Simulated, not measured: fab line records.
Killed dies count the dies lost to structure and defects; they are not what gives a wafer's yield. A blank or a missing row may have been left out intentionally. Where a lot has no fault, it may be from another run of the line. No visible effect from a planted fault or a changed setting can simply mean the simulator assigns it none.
fab line records + flow sky130
[record]
- lots = 5
- wafers = 15
- last-day = 50
route steps=708 shown VIA1@466 METAL2@483
lots that met no fault: taken from a fault-free run of the same line
start-h: start of the lot's first displayed wafer, in hours after the record's first day + wait-h: how many hours have passed since the lot's step before this one + " same as the row above + L1.1+2: a single row standing in for several wafers + - no value, or no start was given + * or withheld: withheld + < > ~ a bound
route shown NAME@n: names a module that has steps shown in the file, with the first one's number in the route + usual: mean and standard deviation over wafers with no fault + same: alike in all rows + chamber/n: place in a boat + sites: readings site by site + _std_site: the values' standard deviation + _edge_site: inner sites' mean taken away from outer sites' mean + radius-mm: how far each site lies from the wafer's centre + mask NAME#n: copy n + behind: tool/chamber where the wafer was last shaped + hold: reason for holding the lot/hours on hold/outcome of the hold + device: the transistor (n, p or np) that didn't switch + end of line: the tests these same wafers got at the end of their route + step lacking rows: just its recipe + killed: not the wafer's yield, but the dies lost to structure and defects at the first sort + map: a wafer's dies, marking killed ones x, the rest . and places with no die _
set.NAME: the setting as run; set.NAME@STEP: as run at that earlier step + model.NAME: the simulator's own value behind a step, which no gauge read
a table for each step, a row for each wafer; lots at some steps of the route
services: the hour from which a tool's chamber was out of use, counted from the record's first day as start-h (under 0 if before that day), plus the number of hours and why
[[steps]]
[step SKY_VIA1_SOFTBAKE_08]
[recipe]
- temp-c = 100
- time-s = 90
- resist = KrF-thick
[usual]
- exhaust-pa = 45.0/0.86
[same]
- time-s = 90
| lot.wafer | tool           | chamber | start-h | wait-h | exhaust-pa |
|-----------|----------------|---------|---------|--------|------------|
| L074.2    | litho-track-03 | 0       | -       | -      | 45.7       |
| L074.3    | "              | 0       | "       | "      | 45.1       |
| L074.4    | "              | 0       | "       | "      | 46.3       |
| L089.2    | litho-track-02 | 0       | -       | -      | 45.0       |
| L089.4    | "              | 0       | "       | "      | 43.7       |
| L089.6    | "              | 0       | "       | "      | 44.8       |
| L091.3    | litho-track-03 | 0       | -       | -      | 44.5       |
| L091.4    | "              | 0       | "       | "      | 45.6       |
| L091.5    | "              | 0       | "       | "      | 45.3       |
| L095.1    | litho-track-03 | 0       | -       | -      | 45.9       |
| L095.3    | "              | 0       | "       | "      | 45.6       |
| L095.5    | "              | 0       | "       | "      | 45.5       |
| L097.3    | litho-track-04 | 0       | -       | -      | 44.3       |
| L097.5    | "              | 0       | "       | "      | 45.1       |
| L097.6    | "              | 0       | "       | "      | 45.1       |
[step SKY_VIA1_EXPOSE_09]
[recipe]
- mask-id = VIM
- na = 0.8
- source-shape = annular
- sigma-inner = 0.55
- sigma-outer = 0.85
- target-cd-nm = 150
- dose-mj = 38
[same]
- sigma-outer = 0.85
| lot.wafer  | tool           | chamber | start-h | wait-h | mask  |
|------------|----------------|---------|---------|--------|-------|
| L074.2+3+4 | krf-scanner-01 | 0       | -       | -      | VIM#0 |
| L089.2+4+6 | krf-scanner-01 | 0       | -       | -      | VIM#0 |
| L091.3+4+5 | krf-scanner-02 | 0       | -       | -      | VIM#0 |
| L095.1+3+5 | krf-scanner-02 | 0       | -       | -      | VIM#0 |
| L097.3+5+6 | krf-scanner-01 | 0       | -       | -      | VIM#0 |
[step SKY_VIA1_PEB_10]
[recipe]
- peb-temp-c = withheld
- peb-time-s = withheld
- resist = KrF-thick
[usual]
- exhaust-pa = 44.8/0.93
| lot.wafer | tool           | chamber | start-h | wait-h | exhaust-pa |
|-----------|----------------|---------|---------|--------|------------|
| L074.2    | litho-track-02 | 0       | -       | -      | 44.6       |
| L074.3    | "              | 0       | "       | "      | 44.2       |
| L074.4    | "              | 0       | "       | "      | 42.9       |
| L089.2    | litho-track-02 | 0       | -       | -      | 46.6       |
| L089.4    | "              | 0       | "       | "      | 47.2       |
| L089.6    | "              | 0       | "       | "      | 45.6       |
| L091.3    | litho-track-04 | 0       | -       | -      | 45.1       |
| L091.4    | "              | 0       | "       | "      | 45.1       |
| L091.5    | "              | 0       | "       | "      | 45.3       |
| L095.1    | litho-track-04 | 0       | -       | -      | 44.2       |
| L095.3    | "              | 0       | "       | "      | 45.2       |
| L095.5    | "              | 0       | "       | "      | 43.5       |
| L097.3    | litho-track-04 | 0       | -       | -      | 44.7       |
| L097.5    | "              | 0       | "       | "      | 43.9       |
| L097.6    | "              | 0       | "       | "      | 43.5       |
[step SKY_VIA1_DEVELOP_11]
[recipe]
- develop-time-s = 60
- resist = KrF-thick
- dev-temp-c = 21
[usual]
- exhaust-pa = 44.8/0.93
| lot.wafer | tool           | chamber | start-h | wait-h | exhaust-pa |
|-----------|----------------|---------|---------|--------|------------|
| L074.2    | litho-track-02 | 0       | -       | -      | 45.6       |
| L074.3    | "              | 0       | "       | "      | 45.5       |
| L074.4    | "              | 0       | "       | "      | 44.2       |
| L089.2    | litho-track-02 | 0       | -       | -      | 43.6       |
| L089.4    | "              | 0       | "       | "      | 44.1       |
| L089.6    | "              | 0       | "       | "      | 44.8       |
| L091.3    | litho-track-04 | 0       | -       | -      | 44.8       |
| L091.4    | "              | 0       | "       | "      | 45.0       |
| L091.5    | "              | 0       | "       | "      | 45.0       |
| L095.1    | litho-track-04 | 0       | -       | -      | 43.9       |
| L095.3    | "              | 0       | "       | "      | 43.4       |
| L095.5    | "              | 0       | "       | "      | 43.9       |
| L097.3    | litho-track-04 | 0       | -       | -      | 44.4       |
| L097.5    | "              | 0       | "       | "      | 45.2       |
| L097.6    | "              | 0       | "       | "      | 42.9       |
[step SKY_VIA1_CD_MEAS_12]
[recipe]
- target-cd-nm = 150
[usual]
- cd-nm = 151.1/1.8
| lot.wafer | tool      | chamber | start-h | wait-h | cd-nm |
|-----------|-----------|---------|---------|--------|-------|
| L074.2    | cd-sem-01 | -       | 786.19  | -      | 150.5 |
| L074.3    | "         | -       | "       | "      | 151.6 |
| L074.4    | "         | -       | "       | "      | 154.1 |
| L089.2    | cd-sem-01 | -       | 913.69  | -      | 151.0 |
| L089.4    | "         | -       | "       | "      | 150.8 |
| L089.6    | "         | -       | "       | "      | 151.0 |
| L091.3    | cd-sem-02 | -       | 920.00  | -      | 151.5 |
| L091.4    | "         | -       | "       | "      | 149.8 |
| L091.5    | "         | -       | "       | "      | 149.7 |
| L095.1    | cd-sem-02 | -       | 944.06  | -      | 148.5 |
| L095.3    | "         | -       | "       | "      | 148.6 |
| L095.5    | "         | -       | "       | "      | 150.1 |
| L097.3    | cd-sem-01 | -       | 965.25  | -      | 146.6 |
| L097.5    | "         | -       | "       | "      | 146.5 |
| L097.6    | "         | -       | "       | "      | 148.0 |
[step SKY_VIA1_OVL_MEAS_13]
[usual]
- VIA1_OVL = 0/4.6
| lot.wafer | tool       | chamber | start-h | wait-h | VIA1_OVL[nm] |
|-----------|------------|---------|---------|--------|--------------|
| L074.2    | overlay-02 | -       | 786.30  | 0.1    | -2           |
| L074.3    | "          | -       | "       | "      | 0            |
| L074.4    | "          | -       | "       | "      | 2            |
| L089.2    | overlay-01 | -       | 913.80  | 0.1    | 1            |
| L089.4    | "          | -       | "       | "      | -4           |
| L089.6    | "          | -       | "       | "      | 4            |
| L091.3    | overlay-01 | -       | 920.09  | 0.1    | -6           |
| L091.4    | "          | -       | "       | "      | -5           |
| L091.5    | "          | -       | "       | "      | 0            |
| L095.1    | overlay-02 | -       | 944.18  | 0.1    | 0            |
| L095.3    | "          | -       | "       | "      | -3           |
| L095.5    | "          | -       | "       | "      | -1           |
| L097.3    | overlay-02 | -       | 965.37  | 0.1    | -2           |
| L097.5    | "          | -       | "       | "      | -9           |
| L097.6    | "          | -       | "       | "      | -10          |
[step SKY_VIA1_ETCH_14]
[recipe]
- chemistry = N2/H2
- target = BARC
- ion-energy-ev = 200
- source-w = 500
- bias-w = 100
- pressure-mtorr = 30
- n2-flow-sccm = 100
- h2-flow-sccm = 200
- stop-on = SiO2
- time-s = 45.9
- target-depth-a = 600
[usual]
- chamber-pressure-mTorr = 30.000/0.028
- drypump-motor-current-A = 5.8/0.41
- oes-product-au = 0.854/0.0052
- throttle-valve-pct = 13.225/0.0088
[same]
- time-s = 45.9
| lot.wafer | tool        | chamber | start-h | wait-h | chamber-pressure-mTorr | drypump-motor-current-A | oes-product-au | rf-hours-counter-h | throttle-valve-pct |
|-----------|-------------|---------|---------|--------|------------------------|-------------------------|----------------|--------------------|--------------------|
| L074.2    | rie-diel-01 | 3       | 786.33  | 0.0    | 30.015                 | 5.5                     | 0.854          | 29                 | 13.228             |
| L074.3    | "           | 2       | "       | "      | 29.970                 | 5.8                     | 0.862          | 8                  | 13.232             |
| L074.4    | "           | 1       | "       | "      | 30.000                 | 5.4                     | 0.851          | 15                 | 13.228             |
| L089.2    | rie-diel-01 | 2       | 913.83  | 0.0    | 30.045                 | 5.8                     | 0.863          | 11                 | 13.221             |
| L089.4    | "           | 0       | "       | "      | 29.993                 | 5.1                     | 0.858          | 14                 | 13.222             |
| L089.6    | "           | 1       | "       | "      | 30.003                 | 5.4                     | 0.859          | -                  | 13.232             |
| L091.3    | rie-diel-02 | 2       | 920.11  | 0.0    | 30.022                 | 6.6                     | 0.843          | 0                  | 13.240             |
| L091.4    | "           | 3       | "       | "      | 30.003                 | 5.7                     | 0.853          | 4                  | 13.233             |
| L091.5    | "           | 1       | "       | "      | 30.014                 | 5.2                     | 0.847          | -                  | 13.236             |
| L095.1    | rie-diel-04 | 2       | 944.21  | 0.0    | 30.024                 | 6.7                     | 0.850          | 4                  | 13.236             |
| L095.3    | "           | 3       | "       | "      | 29.975                 | 5.8                     | 0.857          | 14                 | 13.241             |
| L095.5    | "           | 0       | "       | "      | 30.025                 | 5.7                     | 0.850          | -                  | 13.237             |
| L097.3    | rie-diel-02 | 0       | 965.39  | 0.0    | 29.934                 | 6.0                     | 0.855          | 9                  | 13.209             |
| L097.5    | "           | 1       | "       | "      | 29.951                 | 5.2                     | 0.851          | -                  | 13.235             |
| L097.6    | "           | 0       | "       | "      | 29.971                 | 6.0                     | 0.847          | -                  | 13.222             |
[step SKY_VIA1_ETCH_15]
[recipe]
- target = SiO2
- chemistry = C4F8/O2/Ar
- target-depth-nm = 351
- stop-on = TiN
- mask-material = KrF-thick
- source-w = 1500
- bias-w = 1200
- pressure-mtorr = 40
- c4f8-flow-sccm = withheld
- O2_flow_sccm = 6
- Ar_flow_sccm = 300
- time-s = 54
[usual]
- chamber-pressure-mTorr = 40.00/0.034
- oes-product-au = 0.979/0.0061
[same]
- time-s = 54
| lot.wafer | tool        | chamber | start-h | wait-h | chamber-pressure-mTorr | oes-product-au | rf-hours-counter-h |
|-----------|-------------|---------|---------|--------|------------------------|----------------|--------------------|
| L074.2    | rie-diel-01 | 3       | 786.37  | 0.0    | 40.02                  | 0.977          | 29                 |
| L074.3    | "           | 2       | "       | "      | 40.05                  | 0.966          | 8                  |
| L074.4    | "           | 1       | "       | "      | 39.98                  | 0.973          | 15                 |
| L089.2    | rie-diel-01 | 2       | 913.87  | 0.0    | 39.98                  | 0.976          | 11                 |
| L089.4    | "           | 0       | "       | "      | 40.02                  | 0.975          | 14                 |
| L089.6    | "           | 1       | "       | "      | 40.02                  | 0.980          | -                  |
| L091.3    | rie-diel-02 | 2       | 920.15  | 0.0    | 40.00                  | 0.982          | 0                  |
| L091.4    | "           | 3       | "       | "      | 39.97                  | 0.980          | 4                  |
| L091.5    | "           | 1       | "       | "      | 40.00                  | 0.981          | -                  |
| L095.1    | rie-diel-04 | 2       | 944.25  | 0.0    | 39.98                  | 0.986          | 4                  |
| L095.3    | "           | 3       | "       | "      | 39.98                  | 0.979          | 14                 |
| L095.5    | "           | 0       | "       | "      | 40.00                  | 0.989          | -                  |
| L097.3    | rie-diel-02 | 0       | 965.44  | 0.0    | 39.99                  | 0.988          | 9                  |
| L097.5    | "           | 1       | "       | "      | 39.98                  | 0.978          | -                  |
| L097.6    | "           | 0       | "       | "      | 39.97                  | 0.982          | -                  |
[step SKY_VIA1_STRIP_16]
[recipe]
- chemistry = O2/N2
- power-w = 1400
- pressure-mtorr = 1500
- platen-temp-c = withheld
- o2-flow-sccm = 3000
- n2-flow-sccm = 300
- overash-fraction = 0.5
[usual]
- chamber-pressure-mTorr = 1500.0/1.4
- drypump-motor-current-A = 5.7/0.74
- oes-product-au = 0.417/0.0045
- strip-time-to-endpoint-s = 4.476/0.022
| lot.wafer | tool            | chamber | start-h | wait-h | chamber-pressure-mTorr | drypump-motor-current-A | oes-product-au | rf-hours-counter-h | strip-time-to-endpoint-s |
|-----------|-----------------|---------|---------|--------|------------------------|-------------------------|----------------|--------------------|--------------------------|
| L074.2    | plasma-asher-04 | 0       | 786.42  | 0.0    | 1499.4                 | 6.6                     | 0.424          | 97                 | 4.484                    |
| L074.3    | "               | 1       | "       | "      | 1499.6                 | 6.6                     | 0.417          | -                  | 4.491                    |
| L074.4    | "               | 0       | "       | "      | 1502.8                 | 6.6                     | 0.422          | -                  | 4.476                    |
| L089.2    | plasma-asher-03 | 1       | 913.92  | 0.0    | 1501.1                 | 6.0                     | 0.409          | 17                 | 4.506                    |
| L089.4    | "               | 1       | "       | "      | 1498.2                 | 6.0                     | 0.424          | -                  | 4.477                    |
| L089.6    | "               | 1       | "       | "      | 1500.0                 | 6.0                     | 0.415          | -                  | 4.476                    |
| L091.3    | plasma-asher-04 | 0       | 920.23  | 0.1    | 1500.8                 | 6.6                     | 0.414          | -                  | 4.488                    |
| L091.4    | "               | 1       | "       | "      | 1500.8                 | 6.7                     | 0.418          | -                  | 4.470                    |
| L091.5    | "               | 0       | "       | "      | 1501.8                 | 6.6                     | 0.418          | -                  | 4.458                    |
| L095.1    | plasma-asher-03 | 1       | 944.30  | 0.0    | 1499.2                 | 6.0                     | 0.422          | 20                 | 4.503                    |
| L095.3    | "               | 1       | "       | "      | 1501.0                 | 6.0                     | 0.420          | -                  | 4.481                    |
| L095.5    | "               | 1       | "       | "      | 1500.4                 | 6.0                     | 0.405          | -                  | 4.442                    |
| L097.3    | plasma-asher-01 | 1       | 965.52  | 0.1    | 1497.5                 | 6.3                     | 0.416          | -                  | 4.471                    |
| L097.5    | "               | 0       | "       | "      | 1499.2                 | 4.7                     | 0.412          | -                  | 4.501                    |
| L097.6    | "               | 1       | "       | "      | 1500.5                 | 6.3                     | 0.418          | -                  | 4.485                    |
[step SKY_VIA1_STRIP_17]
[recipe]
- chemistry = post-etch-residue-remover
- time-s = 1200
- temp-c = 72.5
[same]
- time-s = 1200
| lot.wafer  | tool         | chamber | start-h | wait-h |
|------------|--------------|---------|---------|--------|
| L074.2+3+4 | wet-bench-02 | 0       | 786.52  | 0.1    |
| L089.2+4+6 | wet-bench-04 | 0       | 914.02  | 0.1    |
| L091.3+4+5 | wet-bench-04 | 3       | 920.30  | 0.0    |
| L095.1+3+5 | wet-bench-02 | 1       | 944.40  | 0.1    |
| L097.3+5+6 | wet-bench-02 | 2       | 965.58  | 0.0    |
[step SKY_VIA1_CLEAN_18]
[recipe]
- chemistry = IPA
- time-s = 180
- temp-c = 25
[same]
- time-s = 180
| lot.wafer  | tool         | chamber | start-h | wait-h |
|------------|--------------|---------|---------|--------|
| L074.2+3+4 | wet-bench-04 | 3       | 786.86  | 0.0    |
| L089.2+4+6 | wet-bench-01 | 3       | 914.36  | 0.0    |
| L091.3+4+5 | wet-bench-02 | 3       | 920.67  | 0.0    |
| L095.1+3+5 | wet-bench-04 | 2       | 944.77  | 0.0    |
| L097.3+5+6 | wet-bench-01 | 3       | 965.99  | 0.0    |
[step SKY_VIA1_CLEAN_19]
[recipe]
- chemistry = O3/DIW
- dry = n2-spin
| lot.wafer  | tool         | chamber | start-h | wait-h |
|------------|--------------|---------|---------|--------|
| L074.2+3+4 | wet-bench-01 | 3       | 786.92  | 0.0    |
| L089.2+4+6 | wet-bench-04 | 0       | 914.42  | 0.0    |
| L091.3+4+5 | wet-bench-04 | 2       | 920.74  | 0.0    |
| L095.1+3+5 | wet-bench-01 | 1       | 944.83  | 0.0    |
| L097.3+5+6 | wet-bench-04 | 0       | 966.05  | 0.0    |
[step SKY_VIA1_SPUTTER_20]
[recipe]
- material = TiN
- target-thk-nm = 20
- chamber-pressure-pa = 5
- power-w = 4000
- time-s = 80
[usual]
- throttle-valve-pct = 29.8/0.68
[same]
- time-s = 80
| lot.wafer | tool           | chamber | start-h | wait-h | throttle-valve-pct |
|-----------|----------------|---------|---------|--------|--------------------|
| L074.2    | pvd-sputter-04 | -       | 787.01  | 0.0    | 30.3               |
| L074.3    | "              | -       | "       | "      | 30.6               |
| L074.4    | "              | -       | "       | "      | 29.7               |
| L089.2    | pvd-sputter-01 | -       | 914.51  | 0.0    | 28.7               |
| L089.4    | "              | -       | "       | "      | 29.8               |
| L089.6    | "              | -       | "       | "      | 28.8               |
| L091.3    | pvd-sputter-04 | -       | 920.84  | 0.0    | 30.8               |
| L091.4    | "              | -       | "       | "      | 29.9               |
| L091.5    | "              | -       | "       | "      | 29.5               |
| L095.1    | pvd-sputter-03 | -       | 944.92  | 0.0    | 31.4               |
| L095.3    | "              | -       | "       | "      | 30.6               |
| L095.5    | "              | -       | "       | "      | 28.8               |
| L097.3    | pvd-sputter-04 | -       | 966.15  | 0.0    | 29.7               |
| L097.5    | "              | -       | "       | "      | 29.6               |
| L097.6    | "              | -       | "       | "      | 30.6               |
[step SKY_VIA1_CVD_21]
[recipe]
- material = W
- target-thk-nm = 270
- time-s = 80.902
- temp-c = 400
- pressure-torr = 40
[usual]
- heater-power-outer-w = 519/80
- heater-power-w = 834/99
- susceptor-temp-C = 399.98/0.22
[same]
- time-s = 80.902
| lot.wafer | tool     | chamber | start-h | wait-h | heater-power-outer-w | heater-power-w | susceptor-temp-C |
|-----------|----------|---------|---------|--------|----------------------|----------------|------------------|
| L074.2    | cvd-w-01 | 1       | 787.07  | 0.0    | 478                  | 759            | 400.20           |
| L074.3    | "        | 0       | "       | "      | 590                  | 908            | 399.96           |
| L074.4    | "        | 1       | "       | "      | 472                  | 750            | 399.79           |
| L089.2    | cvd-w-02 | 0       | 914.68  | 0.1    | 410                  | 713            | 399.80           |
| L089.4    | "        | 0       | "       | "      | 409                  | 725            | 399.74           |
| L089.6    | "        | 0       | "       | "      | 410                  | 729            | 399.80           |
| L091.3    | cvd-w-01 | 0       | 920.94  | 0.1    | 569                  | 879            | 399.96           |
| L091.4    | "        | 1       | "       | "      | 508                  | 770            | 399.93           |
| L091.5    | "        | 1       | "       | "      | 471                  | 773            | 400.18           |
| L095.1    | cvd-w-02 | 1       | 944.99  | 0.0    | 587                  | 959            | 399.88           |
| L095.3    | "        | 1       | "       | "      | 611                  | 978            | 399.98           |
| L095.5    | "        | 1       | "       | "      | 609                  | 979            | 400.32           |
| L097.3    | cvd-w-01 | 0       | 966.24  | 0.1    | 578                  | 879            | 399.92           |
| L097.5    | "        | 1       | "       | "      | 489                  | 765            | 399.72           |
| L097.6    | "        | 0       | "       | "      | 565                  | 864            | 400.19           |
[step SKY_VIA1_RS_MEAS_22]
[recipe]
- thk-meas-gauge = four-point-probe
- reads = W_of_VIA1_CVD_21+TiN_of_VIA1_SPUTTER_20
[usual]
- VIA1_W_RS = 0.427/0.0041
| lot.wafer | tool          | chamber | start-h | wait-h | VIA1_W_RS[ohm/sq] |
|-----------|---------------|---------|---------|--------|-------------------|
| L074.2    | film-metro-02 | -       | 787.18  | 0.1    | 0.430             |
| L074.3    | "             | -       | "       | "      | 0.429             |
| L074.4    | "             | -       | "       | "      | 0.428             |
| L089.2    | film-metro-01 | -       | 914.79  | 0.1    | 0.435             |
| L089.4    | "             | -       | "       | "      | 0.432             |
| L089.6    | "             | -       | "       | "      | 0.432             |
| L091.3    | film-metro-03 | -       | 921.04  | 0.1    | 0.417             |
| L091.4    | "             | -       | "       | "      | 0.422             |
| L091.5    | "             | -       | "       | "      | 0.424             |
| L095.1    | film-metro-02 | -       | 945.08  | 0.1    | 0.425             |
| L095.3    | "             | -       | "       | "      | 0.427             |
| L095.5    | "             | -       | "       | "      | 0.427             |
| L097.3    | film-metro-03 | -       | 966.34  | 0.1    | 0.423             |
| L097.5    | "             | -       | "       | "      | 0.423             |
| L097.6    | "             | -       | "       | "      | 0.420             |
[step SKY_VIA1_THK_MEAS_23]
[recipe]
- thk-meas-gauge = xrf
- reads = W_of_VIA1_CVD_21
[usual]
- VIA1_W_THK = 278/3.7
| lot.wafer | tool          | chamber | start-h | wait-h | VIA1_W_THK[nm] |
|-----------|---------------|---------|---------|--------|----------------|
| L074.2    | film-metro-02 | -       | 787.29  | 0.1    | 280            |
| L074.3    | "             | -       | "       | "      | 280            |
| L074.4    | "             | -       | "       | "      | 282            |
| L089.2    | film-metro-01 | -       | 914.90  | 0.1    | 271            |
| L089.4    | "             | -       | "       | "      | 273            |
| L089.6    | "             | -       | "       | "      | 272            |
| L091.3    | film-metro-03 | -       | 921.14  | 0.1    | 283            |
| L091.4    | "             | -       | "       | "      | 279            |
| L091.5    | "             | -       | "       | "      | 278            |
| L095.1    | film-metro-02 | -       | 945.20  | 0.1    | 281            |
| L095.3    | "             | -       | "       | "      | 280            |
| L095.5    | "             | -       | "       | "      | 280            |
| L097.3    | film-metro-03 | -       | 966.44  | 0.1    | 279            |
| L097.5    | "             | -       | "       | "      | 279            |
| L097.6    | "             | -       | "       | "      | 282            |
[step SKY_VIA1_CMP_24]
[recipe]
- stop-on = SiO2
- t-overpolish-s = 15
- down-force-psi = 3.5
- platen-rpm = 60
- target-thk-nm = 0
- pad-velocity-m-s = 0.94248
[usual]
- edge-zone-pressure-frac = 1.000/0.0048
- motor-current-A = 11.6/1.3
- overpolish-run-s = 14.998/0.0098
- time-to-endpoint-s = 67.2/2.5
| lot.wafer | tool   | chamber | start-h | wait-h | edge-zone-pressure-frac | motor-current-A | overpolish-run-s | time-to-endpoint-s |
|-----------|--------|---------|---------|--------|-------------------------|-----------------|------------------|--------------------|
| L074.3    | cmp-01 | 2       | 787.39  | 0.1    | 0.996                   | 12.5            | 15.005           | 66.7               |
| L074.4    | "      | 3       | "       | "      | 1.011                   | 13.5            | 15.012           | 66.5               |
| L074.2    | "      | 0       | "       | "      | 1.000                   | 11.3            | 15.004           | 65.9               |
| L089.2    | cmp-01 | 2       | 915.16  | 0.2    | 0.995                   | 11.8            | 15.002           | 65.8               |
| L089.4    | "      | 1       | "       | "      | 0.990                   | 9.8             | 14.987           | 65.1               |
| L089.6    | "      | 3       | "       | "      | 1.001                   | 13.8            | 14.995           | 63.7               |
| L091.4    | cmp-02 | 0       | 921.18  | 0.0    | 1.011                   | 12.8            | 15.008           | 69.0               |
| L091.3    | "      | 2       | "       | "      | 1.000                   | 10.9            | 15.007           | 73.6               |
| L091.5    | "      | 1       | "       | "      | 1.012                   | 11.1            | 14.992           | 65.7               |
| L095.1    | cmp-01 | 2       | 945.26  | 0.1    | 1.002                   | 11.7            | 14.983           | 68.3               |
| L095.3    | "      | 1       | "       | "      | 0.997                   | 10.4            | 15.006           | 69.0               |
| L095.5    | "      | 3       | "       | "      | 1.005                   | 13.2            | 14.997           | 63.9               |
| L097.3    | cmp-01 | 1       | 966.53  | 0.1    | 1.000                   | 9.8             | 14.990           | 66.9               |
| L097.6    | "      | 0       | "       | "      | 0.999                   | 10.6            | 15.014           | 70.8               |
| L097.5    | "      | 1       | "       | "      | 1.003                   | 9.8             | 14.983           | 65.2               |
[step SKY_METAL2_SPUTTER_00]
[recipe]
- material = Ti
- target-thk-nm = 15
- power-w = 3000
- time-s = 10
- chamber-pressure-pa = 0.4
[usual]
- throttle-valve-pct = 30.0/0.75
[same]
- time-s = 10
| lot.wafer | tool           | chamber | start-h | wait-h | throttle-valve-pct |
|-----------|----------------|---------|---------|--------|--------------------|
| L074.2    | pvd-sputter-02 | -       | 787.64  | 0.1    | 30.0               |
| L074.3    | "              | -       | "       | "      | 30.6               |
| L074.4    | "              | -       | "       | "      | 29.3               |
| L089.2    | pvd-sputter-03 | -       | 915.46  | 0.2    | 28.9               |
| L089.4    | "              | -       | "       | "      | 31.1               |
| L089.6    | "              | -       | "       | "      | 29.1               |
| L091.3    | pvd-sputter-03 | -       | 921.48  | 0.1    | 31.1               |
| L091.4    | "              | -       | "       | "      | 29.0               |
| L091.5    | "              | -       | "       | "      | 30.9               |
| L095.1    | pvd-sputter-02 | -       | 945.56  | 0.2    | 29.1               |
| L095.3    | "              | -       | "       | "      | 30.5               |
| L095.5    | "              | -       | "       | "      | 29.1               |
| L097.3    | pvd-sputter-02 | -       | 966.78  | 0.2    | 28.9               |
| L097.5    | "              | -       | "       | "      | 30.9               |
| L097.6    | "              | -       | "       | "      | 30.1               |
[step SKY_METAL2_SPUTTER_01]
[recipe]
- material = TiN
- target-thk-nm = 20
- power-w = 6500
- time-s = 16.7
- chamber-pressure-pa = 0.4
[usual]
- throttle-valve-pct = 30.0/0.74
[same]
- time-s = 16.7
| lot.wafer | tool           | chamber | start-h | wait-h | throttle-valve-pct |
|-----------|----------------|---------|---------|--------|--------------------|
| L074.2    | pvd-sputter-02 | -       | 787.66  | 0.0    | 30.1               |
| L074.3    | "              | -       | "       | "      | 30.4               |
| L074.4    | "              | -       | "       | "      | 29.1               |
| L089.2    | pvd-sputter-03 | -       | 915.48  | 0.0    | 28.9               |
| L089.4    | "              | -       | "       | "      | 30.5               |
| L089.6    | "              | -       | "       | "      | 28.8               |
| L091.3    | pvd-sputter-03 | -       | 921.50  | 0.0    | 31.2               |
| L091.4    | "              | -       | "       | "      | 29.2               |
| L091.5    | "              | -       | "       | "      | 31.1               |
| L095.1    | pvd-sputter-02 | -       | 945.58  | 0.0    | 28.7               |
| L095.3    | "              | -       | "       | "      | 30.6               |
| L095.5    | "              | -       | "       | "      | 29.5               |
| L097.3    | pvd-sputter-02 | -       | 966.80  | 0.0    | 29.1               |
| L097.5    | "              | -       | "       | "      | 30.3               |
| L097.6    | "              | -       | "       | "      | 29.8               |
[[services]]
| tool            | chamber | start-h | hours | kind   |
|-----------------|---------|---------|-------|--------|
| cmp-01          | -       | 749.21  | 4.0   | pm     |
| pvd-sputter-04  | -       | 750.42  | 3.3   | repair |
| cmp-01          | -       | 759.58  | 3.8   | repair |
| krf-scanner-01  | -       | 763.27  | 0.8   | pm     |
| pvd-sputter-02  | -       | 763.54  | 2.9   | repair |
| cvd-w-02        | -       | 771.61  | 6.0   | pm     |
| krf-scanner-02  | -       | 805.34  | 50.5  | repair |
| plasma-asher-03 | -       | 805.87  | 1.7   | repair |
| krf-scanner-02  | -       | 812.69  | 4.3   | repair |
| cmp-01          | -       | 823.34  | 2.7   | repair |
| rie-diel-01     | 0       | 824.04  | 4.0   | repair |
| cmp-01          | -       | 836.44  | 1.8   | repair |
| cmp-01          | -       | 836.74  | 0.4   | repair |
| wet-bench-02    | -       | 843.57  | 34.3  | repair |
| krf-scanner-01  | -       | 856.57  | 3.6   | pm     |
| krf-scanner-01  | -       | 860.13  | 1.0   | pm     |
| krf-scanner-01  | -       | 862.18  | 1.3   | pm     |
| krf-scanner-01  | -       | 874.13  | 0.3   | repair |
| pvd-sputter-04  | -       | 887.68  | 1.5   | repair |
| cvd-w-01        | -       | 904.00  | 14.0  | pm     |
| pvd-sputter-02  | -       | 908.03  | 4.5   | repair |
| rie-diel-02     | 1       | 924.99  | 16.3  | repair |
| krf-scanner-01  | -       | 931.98  | 0.8   | pm     |
| rie-diel-01     | -       | 949.93  | 0.2   | repair |
[[key]]
fault none
